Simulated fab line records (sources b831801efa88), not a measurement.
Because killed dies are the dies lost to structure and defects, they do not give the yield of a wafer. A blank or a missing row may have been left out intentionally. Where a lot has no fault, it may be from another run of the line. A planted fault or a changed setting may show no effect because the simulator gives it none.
A struck lot beside a sound one / flow sky130 / 23 out of 708 route steps
Sound: wafers L349.1, L349.3, L349.6. Wafers L343.2, L343.4, L343.5 were the ones struck. The cause is named last.
Order at every step that has rows: each side's tool, ch and its chambers, its first start. Under that, the readings that differ: sound wafers / struck wafers / difference of the means / sigmas: that difference in standard deviations of wafers without a fault.
alike: readings whose means differ by less than 2 such deviations, and words and numbers that are the same on both sides. not compared: withheld readings, readings that some wafer has no value for, bounds like >300 that may hide the same value, and numbers for which the record gives no deviation and whose values overlap.
The two part at a step that has a row with sigmas, a row that says differs or no value, or rows on one side only. Numbers that have no deviation but don't overlap get no sigmas and don't part them. Lack of a reading on every wafer of one side parts them only where that side has two or more wafers.

first, 5 steps without rows for these wafers: SKY_VT_ADJUST_NCORE_COAT_02 (resist thk 1140 nm); SKY_VT_ADJUST_NCORE_SOFTBAKE_03 (time 60 s); SKY_VT_ADJUST_NCORE_EXPOSE_04 (exposes mask LVTN COMPLEMENT THIN, target cd 380 nm); SKY_VT_ADJUST_NCORE_PEB_05; SKY_VT_ADJUST_NCORE_DEVELOP_06 (develop time 60 s).
SKY_VT_ADJUST_NCORE_CD_MEAS_07 targets a cd of 380 nm.
  sound: cdSem-01 at day 13 23:23; struck: cdSem-01 at day 12 00:38
  alike: cdNm
SKY_VT_ADJUST_NCORE_OVL_MEAS_08:
  sound: overlay-02 at day 13 23:30; struck: overlay-01 at day 12 00:44
  alike: VT_ADJUST_NCORE_OVL
following that, these wafers have no rows for 1 step: SKY_VT_ADJUST_NCORE_IMPLANT_09.
SKY_VT_ADJUST_NCORE_STRIP_10: strips in O2/N2.
  sound on plasmaAsher-04 ch 0,1, day 13 23:41; struck on plasmaAsher-03 ch 0,1, day 12 00:55
  alike: drypumpMotorCurrentA, n2FlowSccm, oesProductAu, stripTimeToEndpointS
  not compared: rfHoursCounterH
SKY_VT_ADJUST_NCORE_TW_MEAS_11:
  sound: filmMetro-02 at day 13 23:47; struck: filmMetro-02 at day 12 01:02
  alike: VT_ADJUST_NCORE_TW
then, 2 steps without rows for these wafers: SKY_VT_ADJUST_HVTR_DEHYDRATE_00 (time 60 s); SKY_VT_ADJUST_HVTR_HMDS_01 (prime time 60 s).
SKY_VT_ADJUST_HVTR_COAT_02: resist thk 1140 nm.
  sound on lithoTrack-03 ch 0, day 14 12:35; struck on lithoTrack-02 ch 0, day 12 13:02
reading=spinSpeedRpm (rpm); sound=2997.8 3002.0 3000.6; struck=3114.5 3114.3 3119.5; difference=+116.0; sigmas=+46
reading=model.NOVOLAK_of_VT_ADJUST_HVTR_COAT_02.thkNm (nm); sound=1141 1140 1143; struck=1114 1114 1114; difference=-27; sigmas=
SKY_VT_ADJUST_HVTR_SOFTBAKE_03: time 60.99 s.
  sound on lithoTrack-03 ch 0, day 14 12:44; struck on lithoTrack-02 ch 0, day 12 13:11
  alike: plateSensorTCentreC, plateSensorTEdgeC
then, 2 steps without rows for these wafers: SKY_VT_ADJUST_HVTR_EXPOSE_04 (exposes mask HVTRM, target cd 380 nm); SKY_VT_ADJUST_HVTR_PEB_05.
SKY_VT_ADJUST_HVTR_DEVELOP_06: develop time 60 s.
  sound on lithoTrack-02 ch 0, day 15 02:31; struck on lithoTrack-01 ch 0, day 13 01:09
reading=model.NOVOLAK_of_VT_ADJUST_HVTR_COAT_02.thkNm (nm); sound=1141 1139 1142; struck=1113 1113 1114; difference=-27; sigmas=
SKY_VT_ADJUST_HVTR_CD_MEAS_07 targets a cd of 380 nm.
  sound: cdSem-02 at day 15 02:40; struck: cdSem-01 at day 13 01:18
  alike: cdNm
SKY_VT_ADJUST_HVTR_OVL_MEAS_08:
  sound: overlay-01 at day 15 02:47; struck: overlay-02 at day 13 01:24
  alike: VT_ADJUST_HVTR_OVL
following that, these wafers have no rows for 1 step: SKY_VT_ADJUST_HVTR_IMPLANT_09.
SKY_VT_ADJUST_HVTR_STRIP_10: strips in O2/N2.
  sound on plasmaAsher-01 ch 0,1, day 15 02:58; struck on plasmaAsher-03 ch 0,1, day 13 01:35
reading=stripTimeToEndpointS (s); sound=14.19 14.19 14.20; struck=13.86 13.86 13.86; difference=-0.33; sigmas=-7
  alike: drypumpMotorCurrentA, n2FlowSccm, oesProductAu
  not compared: rfHoursCounterH
SKY_VT_ADJUST_HVTR_TW_MEAS_11:
  sound: filmMetro-04 at day 15 03:04; struck: filmMetro-01 at day 13 01:41
  alike: VT_ADJUST_HVTR_TW
-- the record jumps here: 36 days lie between the struck wafers' starts before and after (it left off in module VT_ADJUST_HVTR and takes up again in module PAD_OPEN, whose first step shown is number 708 of the route) --
SKY_PAD_OPEN_PROBE_99:
  record: rows for the struck wafers here (prober-02, day 48 22:35), none for the sound ones

== WHERE THEY PART ==
Earliest at SKY_VT_ADJUST_HVTR_COAT_02; latest, in this record, at SKY_PAD_OPEN_PROBE_99.

WHY: what had been put in by the simulator
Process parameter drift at SKY_VT_ADJUST_HVTR_COAT_02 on lithoTrack-02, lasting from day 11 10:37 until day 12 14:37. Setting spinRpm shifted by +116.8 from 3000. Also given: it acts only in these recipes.
